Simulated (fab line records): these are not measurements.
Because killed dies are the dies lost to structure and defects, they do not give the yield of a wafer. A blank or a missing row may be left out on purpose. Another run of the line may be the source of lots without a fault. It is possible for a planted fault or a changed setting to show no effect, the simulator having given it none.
Which tool did it? | flow gf180mcu | 24 lots with 72 wafers sampled at 6 steps, on a route of 602 steps

WHAT THE GAUGES SHOWED, per wafer
GF_M4_CD_MEAS_14: target cd 280 nm.
lot  | measured     | on        | cd-nm (nm)
L074 | day 23 07:28 | cd-sem-02 | 280.4 278.6 279.4
L075 | day 23 14:31 | cd-sem-01 | 278.4 280.2 278.8
L076 | day 23 21:21 | cd-sem-02 | 279.0 280.7 279.2
L077 | day 24 09:40 | cd-sem-02 | 282.0 281.7 281.8
L078 | day 24 17:19 | cd-sem-02 | 280.0 281.0 280.4
L079 | day 25 04:05 | cd-sem-02 | 278.8 278.1 279.3
L080 | day 25 13:13 | cd-sem-02 | 280.9 282.0 281.7
L081 | day 26 00:08 | cd-sem-02 | 281.0 281.2 280.5
L083 | day 26 09:37 | cd-sem-01 | 280.6 281.3 281.1
L082 | day 26 13:35 | cd-sem-01 | 282.9 281.6 281.4
L084 | day 27 06:11 | cd-sem-01 | 279.8 279.9 278.5
L085 | day 27 15:17 | cd-sem-02 | 279.7 281.0 279.3
L086 | day 27 16:46 | cd-sem-02 | 279.2 280.3 280.0
L087 | day 28 00:56 | cd-sem-02 | 280.1 280.9 280.4
L088 | day 28 08:13 | cd-sem-02 | 278.9 279.5 279.5
L089 | day 28 16:57 | cd-sem-01 | 281.7 281.7 282.2
L090 | day 28 21:47 | cd-sem-01 | 278.3 279.1 277.9
L091 | day 28 22:26 | cd-sem-02 | 279.4 280.3 278.7
L092 | day 29 07:27 | cd-sem-02 | 280.4 280.7 279.8
L093 | day 29 10:11 | cd-sem-01 | 280.4 280.1 280.4
L094 | day 29 22:50 | cd-sem-02 | 279.5 280.4 279.0
L095 | day 30 00:59 | cd-sem-01 | 279.3 278.8 278.0
L096 | day 30 04:59 | cd-sem-01 | 280.3 279.2 281.3
L097 | day 30 11:18 | cd-sem-02 | 277.9 279.3 277.9

EACH LOT AND THE TOOL THAT RAN IT (in order: tool; ch and the chambers of the sampled wafers; start)
lot  | GF_V2_STRIP_18                       | GF_V2_SPUTTER_21             | GF_V3_CMP_04                  | GF_V3_ETCH_16                      | GF_V3_SPUTTER_21
L074 | plasma-asher-04 ch 0,1, day 20 03:31 | pvd-sputter-03, day 20 04:03 | cmp-01 ch 0,1,3, day 21 06:16 | rie-diel-02 ch 0,2,3, day 22 06:22 | pvd-sputter-03, day 22 07:02
L075 | plasma-asher-04 ch 0,1, day 20 12:06 | pvd-sputter-03, day 20 12:47 | cmp-02 ch 0,1,2, day 21 14:40 | rie-diel-04 ch 0,1,3, day 22 14:19 | pvd-sputter-02, day 22 15:01
L076 | plasma-asher-01 ch 0,1, day 20 18:42 | pvd-sputter-01, day 20 19:35 | cmp-01 ch 0,3, day 21 21:14   | rie-diel-02 ch 1,2,3, day 22 20:55 | pvd-sputter-01, day 22 21:35
L077 | plasma-asher-02 ch 0,1, day 21 07:11 | pvd-sputter-04, day 21 07:41 | cmp-01 ch 0,1, day 22 09:23   | rie-diel-02 ch 1,2,3, day 23 09:05 | pvd-sputter-01, day 23 09:45
L078 | plasma-asher-04 ch 0, day 21 16:40   | pvd-sputter-03, day 21 17:12 | cmp-01 ch 0,3, day 22 18:29   | rie-diel-04 ch 0,1,3, day 23 18:26 | pvd-sputter-03, day 23 19:06
L079 | plasma-asher-01 ch 0,1, day 22 04:10 | pvd-sputter-01, day 22 04:47 | cmp-02 ch 0,1,3, day 23 06:16 | rie-diel-04 ch 0,2,3, day 24 04:55 | pvd-sputter-01, day 24 05:35
L080 | plasma-asher-01 ch 0,1, day 22 14:19 | pvd-sputter-01, day 22 14:51 | cmp-02 ch 0,1,2, day 23 15:15 | rie-diel-01 ch 0,2,3, day 24 13:50 | pvd-sputter-02, day 24 14:31
L081 | plasma-asher-02 ch 0,1, day 23 01:18 | pvd-sputter-03, day 23 01:50 | cmp-02 ch 0,2,3, day 24 02:31 | rie-diel-02 ch 1,3, day 25 00:44   | pvd-sputter-01, day 25 01:24
L083 | plasma-asher-02 ch 0,1, day 23 11:13 | pvd-sputter-03, day 23 11:45 | cmp-02 ch 2,3, day 24 12:11   | rie-diel-02 ch 0,3, day 25 10:26   | pvd-sputter-02, day 25 11:06
L082 | plasma-asher-04 ch 0,1, day 23 16:07 | pvd-sputter-04, day 23 16:39 | cmp-01 ch 0,1,2, day 24 16:42 | rie-diel-04 ch 0,1, day 25 14:50   | pvd-sputter-03, day 25 15:30
L084 | plasma-asher-02 ch 0,1, day 24 10:33 | pvd-sputter-01, day 24 11:07 | cmp-02 ch 1,2,3, day 25 10:35 | rie-diel-04 ch 0,1,3, day 26 07:28 | pvd-sputter-02, day 26 08:08
L085 | plasma-asher-02 ch 0,1, day 24 19:34 | pvd-sputter-03, day 24 20:08 | cmp-01 ch 0,1,3, day 25 20:29 | rie-diel-01 ch 0,1,2, day 26 17:29 | pvd-sputter-01, day 26 18:09
L086 | plasma-asher-02 ch 0,1, day 24 22:08 | pvd-sputter-01, day 24 22:38 | cmp-01 ch 1,2,3, day 25 21:44 | rie-diel-04 ch 0,1, day 26 19:14   | pvd-sputter-01, day 26 19:54
L087 | plasma-asher-04 ch 0,1, day 25 06:30 | pvd-sputter-03, day 25 07:02 | cmp-01 ch 0,2,3, day 26 05:41 | rie-diel-02 ch 0,1,3, day 27 03:44 | pvd-sputter-01, day 27 04:24
L088 | plasma-asher-01 ch 0,1, day 25 14:04 | pvd-sputter-03, day 25 14:36 | cmp-01 ch 1,2,3, day 26 13:42 | rie-diel-04 ch 0,1,2, day 27 10:58 | pvd-sputter-01, day 27 11:43
L089 | plasma-asher-01 ch 0,1, day 26 00:27 | pvd-sputter-04, day 26 00:59 | cmp-01 ch 2,3, day 26 23:14   | rie-diel-02 ch 1,3, day 27 20:02   | pvd-sputter-03, day 27 21:03
L090 | plasma-asher-01 ch 0,1, day 26 05:13 | pvd-sputter-03, day 26 05:45 | cmp-01 ch 1,2, day 27 04:50   | rie-diel-01 ch 2,3, day 28 00:47   | pvd-sputter-03, day 28 01:37
L091 | plasma-asher-02 ch 0,1, day 26 06:21 | pvd-sputter-04, day 26 06:53 | cmp-01 ch 0,2,3, day 27 05:20 | rie-diel-02 ch 0,1,2, day 28 01:46 | pvd-sputter-02, day 28 02:32
L092 | plasma-asher-02 ch 0,1, day 26 15:10 | pvd-sputter-01, day 26 15:42 | cmp-02 ch 0,1, day 27 14:18   | rie-diel-02 ch 0,3, day 28 10:26   | pvd-sputter-03, day 28 11:08
L093 | plasma-asher-02 ch 0,1, day 26 17:58 | pvd-sputter-04, day 26 18:30 | cmp-01 ch 0,2,3, day 27 16:52 | rie-diel-01 ch 1,2,3, day 28 13:01 | pvd-sputter-02, day 28 13:43
L094 | plasma-asher-04 ch 0,1, day 27 08:28 | pvd-sputter-01, day 27 09:02 | cmp-02 ch 0,1, day 28 07:14   | rie-diel-02 ch 1,2,3, day 29 02:56 | pvd-sputter-03, day 29 03:38
L095 | plasma-asher-04 ch 0,1, day 27 10:13 | pvd-sputter-03, day 27 10:46 | cmp-02 ch 1,3, day 28 08:47   | rie-diel-04 ch 0,2,3, day 29 04:32 | pvd-sputter-01, day 29 05:13
L096 | plasma-asher-01 ch 0,1, day 27 15:21 | pvd-sputter-04, day 27 15:58 | cmp-01 ch 1,3, day 28 13:41   | rie-diel-01 ch 0,1,3, day 29 09:05 | pvd-sputter-02, day 29 09:45
L097 | plasma-asher-02 ch 0,1, day 27 23:37 | pvd-sputter-03, day 28 00:14 | cmp-02 ch 0,2,3, day 28 21:20 | rie-diel-01 ch 1,3, day 29 15:47   | pvd-sputter-02, day 29 16:27
- GF_V2_STRIP_18: strips in O2/N2.
- GF_V2_SPUTTER_21: material Ti, target thk 15 nm, time 80.02 s.
- GF_V3_CMP_04: polishes SiO2.
- GF_V3_ETCH_16: etches BARC in N2/H2.
- GF_V3_SPUTTER_21: material Ti, target thk 15 nm, time 80.02 s.

WHAT THE TOOLS THEMSELVES READ (means of the sampled wafers that have a number; where no wafer has one, the mark that the record gives instead)
GF_V2_STRIP_18.
lot  | tool            | drypump-motor-current-A (A) | heater-power-w (W) | n2-flow-sccm (sccm) | oes-product-au (a.u.)
L074 | plasma-asher-04 | 5.3                         | 309                | 299.4               | 0.592
L075 | plasma-asher-04 | 5.6                         | 313                | 300.3               | 0.598
L076 | plasma-asher-01 | 5.8                         | 347                | 300.5               | 0.593
L077 | plasma-asher-02 | 5.5                         | 411                | 300.1               | 0.597
L078 | plasma-asher-04 | 5.9                         | 313                | 298.5               | 0.595
L079 | plasma-asher-01 | 5.7                         | 328                | 299.8               | 0.594
L080 | plasma-asher-01 | 5.7                         | 327                | 300.8               | 0.595
L081 | plasma-asher-02 | 5.5                         | 402                | 299.5               | 0.589
L083 | plasma-asher-02 | 5.5                         | 408                | 300.7               | 0.595
L082 | plasma-asher-04 | 5.6                         | 314                | 300.4               | 0.593
L084 | plasma-asher-02 | 5.6                         | 410                | 299.3               | 0.593
L085 | plasma-asher-02 | 5.5                         | 413                | 299.7               | 0.591
L086 | plasma-asher-02 | 5.5                         | 403                | 300.9               | 0.594
L087 | plasma-asher-04 | 5.6                         | 312                | 299.9               | 0.593
L088 | plasma-asher-01 | 5.7                         | 327                | 300.0               | 0.591
L089 | plasma-asher-01 | 5.7                         | 332                | 300.3               | 0.591
L090 | plasma-asher-01 | 5.7                         | 329                | 299.8               | 0.590
L091 | plasma-asher-02 | 5.6                         | 415                | 300.6               | 0.589
L092 | plasma-asher-02 | 5.5                         | 400                | 300.3               | 0.598
L093 | plasma-asher-02 | 5.5                         | 396                | 300.2               | 0.594
L094 | plasma-asher-04 | 5.6                         | 313                | 299.4               | 0.588
L095 | plasma-asher-04 | 5.6                         | 303                | 299.6               | 0.595
L096 | plasma-asher-01 | 5.7                         | 328                | 300.0               | 0.589
L097 | plasma-asher-02 | 5.5                         | 405                | 298.4               | 0.590

GF_V2_SPUTTER_21.
lot  | tool           | chamber-pressure-pa (Pa) | throttle-valve-pct (%)
L074 | pvd-sputter-03 | 5.009                    | 30.2
L075 | pvd-sputter-03 | 4.993                    | 29.2
L076 | pvd-sputter-01 | 4.999                    | 30.7
L077 | pvd-sputter-04 | 4.999                    | 29.7
L078 | pvd-sputter-03 | 5.000                    | 30.0
L079 | pvd-sputter-01 | 4.989                    | 30.7
L080 | pvd-sputter-01 | 5.003                    | 30.7
L081 | pvd-sputter-03 | 5.011                    | 29.9
L083 | pvd-sputter-03 | 4.998                    | 30.2
L082 | pvd-sputter-04 | 4.999                    | 30.3
L084 | pvd-sputter-01 | 5.003                    | 30.0
L085 | pvd-sputter-03 | 5.001                    | 29.6
L086 | pvd-sputter-01 | 4.995                    | 30.2
L087 | pvd-sputter-03 | 4.992                    | 29.8
L088 | pvd-sputter-03 | 4.989                    | 30.1
L089 | pvd-sputter-04 | 4.997                    | 29.6
L090 | pvd-sputter-03 | 5.001                    | 29.7
L091 | pvd-sputter-04 | 4.999                    | 30.2
L092 | pvd-sputter-01 | 5.009                    | 30.0
L093 | pvd-sputter-04 | 4.996                    | 30.1
L094 | pvd-sputter-01 | 5.012                    | 30.1
L095 | pvd-sputter-03 | 5.019                    | 29.6
L096 | pvd-sputter-04 | 4.985                    | 29.1
L097 | pvd-sputter-03 | 4.997                    | 29.5

GF_V3_CMP_04.
lot  | tool   | motor-current-A (A) | slurry-filter-dp-kPa (kPa) | slurry-flow-ml-min | time-to-endpoint-s (s)
L074 | cmp-01 | 12.0                | 13.57                      | 150.2              | 80
L075 | cmp-02 | 12.8                | 13.59                      | 149.9              | 77
L076 | cmp-01 | 12.3                | 13.41                      | 149.8              | 75
L077 | cmp-01 | 11.7                | 13.51                      | 150.2              | 83
L078 | cmp-01 | 12.1                | 13.59                      | 149.9              | 77
L079 | cmp-02 | 13.7                | 13.56                      | 150.3              | 80
L080 | cmp-02 | 13.1                | 13.45                      | 150.4              | 77
L081 | cmp-02 | 13.6                | 13.42                      | 149.9              | 86
L083 | cmp-02 | 13.5                | 13.50                      | 150.1              | 84
L082 | cmp-01 | 11.1                | 13.36                      | 149.5              | 81
L084 | cmp-02 | 13.5                | 13.56                      | 150.2              | 80
L085 | cmp-01 | 12.2                | 13.58                      | 150.0              | 84
L086 | cmp-01 | 11.8                | 13.46                      | 150.1              | 81
L087 | cmp-01 | 11.4                | 13.58                      | 150.4              | 77
L088 | cmp-01 | 11.5                | 13.52                      | 149.9              | 80
L089 | cmp-01 | 12.3                | 13.50                      | 149.6              | 80
L090 | cmp-01 | 11.2                | 13.47                      | 150.1              | 83
L091 | cmp-01 | 11.7                | 13.58                      | 149.4              | 79
L092 | cmp-02 | 13.4                | 13.46                      | 150.3              | 80
L093 | cmp-01 | 11.6                | 13.56                      | 150.1              | 79
L094 | cmp-02 | 13.4                | 13.33                      | 149.6              | 82
L095 | cmp-02 | 12.9                | 13.32                      | 150.3              | 76
L096 | cmp-01 | 12.6                | 13.60                      | 150.4              | 85
L097 | cmp-02 | 13.4                | 13.49                      | 149.6              | 80

GF_V3_ETCH_16.
lot  | tool        | drypump-motor-current-A (A) | h2-flow-sccm (sccm) | n2-flow-sccm (sccm) | oes-product-au (a.u.) | throttle-valve-pct (%)
L074 | rie-diel-02 | 5.5                         | 200.1               | 99.99               | 0.858                 | 13.226
L075 | rie-diel-04 | 5.8                         | 199.8               | 99.98               | 0.857                 | 13.227
L076 | rie-diel-02 | 5.6                         | 200.2               | 100.13              | 0.854                 | 13.235
L077 | rie-diel-02 | 5.6                         | 199.5               | 100.07              | 0.856                 | 13.223
L078 | rie-diel-04 | 5.8                         | 200.2               | 100.17              | 0.852                 | 13.224
L079 | rie-diel-04 | 5.7                         | 199.9               | 99.97               | 0.857                 | 13.232
L080 | rie-diel-01 | 5.7                         | 200.4               | 100.10              | 0.856                 | 13.225
L081 | rie-diel-02 | 5.3                         | 199.9               | 100.02              | 0.852                 | 13.217
L083 | rie-diel-02 | 5.2                         | 199.7               | 99.94               | 0.855                 | 13.216
L082 | rie-diel-04 | 5.7                         | 200.5               | 100.41              | 0.858                 | 13.224
L084 | rie-diel-04 | 5.8                         | 199.6               | 100.00              | 0.855                 | 13.221
L085 | rie-diel-01 | 5.9                         | 200.4               | 100.11              | 0.855                 | 13.219
L086 | rie-diel-04 | 5.3                         | 199.7               | 100.01              | 0.853                 | 13.229
L087 | rie-diel-02 | 5.2                         | 200.1               | 100.03              | 0.856                 | 13.215
L088 | rie-diel-04 | 5.5                         | 200.5               | 99.87               | 0.854                 | 13.219
L089 | rie-diel-02 | 5.1                         | 200.1               | 100.17              | 0.854                 | 13.225
L090 | rie-diel-01 | 5.9                         | 199.1               | 99.80               | 0.852                 | 13.215
L091 | rie-diel-02 | 5.6                         | 199.6               | 100.13              | 0.850                 | 13.225
L092 | rie-diel-02 | 5.2                         | 199.7               | 99.76               | 0.853                 | 13.215
L093 | rie-diel-01 | 6.0                         | 200.3               | 100.03              | 0.852                 | 13.221
L094 | rie-diel-02 | 5.6                         | 199.9               | 99.91               | 0.849                 | 13.238
L095 | rie-diel-04 | 5.7                         | 199.8               | 99.97               | 0.854                 | 13.230
L096 | rie-diel-01 | 5.5                         | 200.6               | 100.12              | 0.855                 | 13.226
L097 | rie-diel-01 | 5.7                         | 199.7               | 100.30              | 0.855                 | 13.229

GF_V3_SPUTTER_21.
lot  | tool           | chamber-pressure-pa (Pa) | throttle-valve-pct (%)
L074 | pvd-sputter-03 | 4.992                    | 30.1
L075 | pvd-sputter-02 | 5.001                    | 30.7
L076 | pvd-sputter-01 | 4.994                    | 31.4
L077 | pvd-sputter-01 | 4.997                    | 30.6
L078 | pvd-sputter-03 | 5.001                    | 29.3
L079 | pvd-sputter-01 | 4.994                    | 30.5
L080 | pvd-sputter-02 | 5.004                    | 30.7
L081 | pvd-sputter-01 | 4.993                    | 31.6
L083 | pvd-sputter-02 | 4.996                    | 30.5
L082 | pvd-sputter-03 | 5.004                    | 30.1
L084 | pvd-sputter-02 | 5.008                    | 31.1
L085 | pvd-sputter-01 | 4.992                    | 30.6
L086 | pvd-sputter-01 | 5.005                    | 30.6
L087 | pvd-sputter-01 | 5.001                    | 30.7
L088 | pvd-sputter-01 | 5.001                    | 30.6
L089 | pvd-sputter-03 | 5.008                    | 30.0
L090 | pvd-sputter-03 | 4.994                    | 29.6
L091 | pvd-sputter-02 | 4.988                    | 31.4
L092 | pvd-sputter-03 | 5.005                    | 29.3
L093 | pvd-sputter-02 | 4.990                    | 30.4
L094 | pvd-sputter-03 | 5.003                    | 29.7
L095 | pvd-sputter-01 | 5.003                    | 30.8
L096 | pvd-sputter-02 | 4.995                    | 30.4
L097 | pvd-sputter-02 | 4.996                    | 31.5

THE ANSWER, worked out from the rows above alone
Rule: what is usual is taken from the lots themselves. Put in order of their means at a reading, lots are off if they are a third of the lots or fewer, leave a main group of 4 or more, and stand apart from it by a gap of 3 or more times the standard deviation of the main group's means; of several such gaps the widest counts. The tables above print the reading to a certain number of digits; a main group whose means all agree to those digits is not used. A lot without any number at a reading at which 4 lots or more have one is off too. Any other lot the step has rows for is counted as sound. Order of review: gauges by route order, followed by the tools' own readings, for which a lot's mean as printed above is used. At the first step where some lot is off, the reading lying furthest off is the one used; lots without a number count as furthest.
None of the lots is off at any reading shown; this tells nothing.

WHAT THE SIMULATOR HAD PUT IN
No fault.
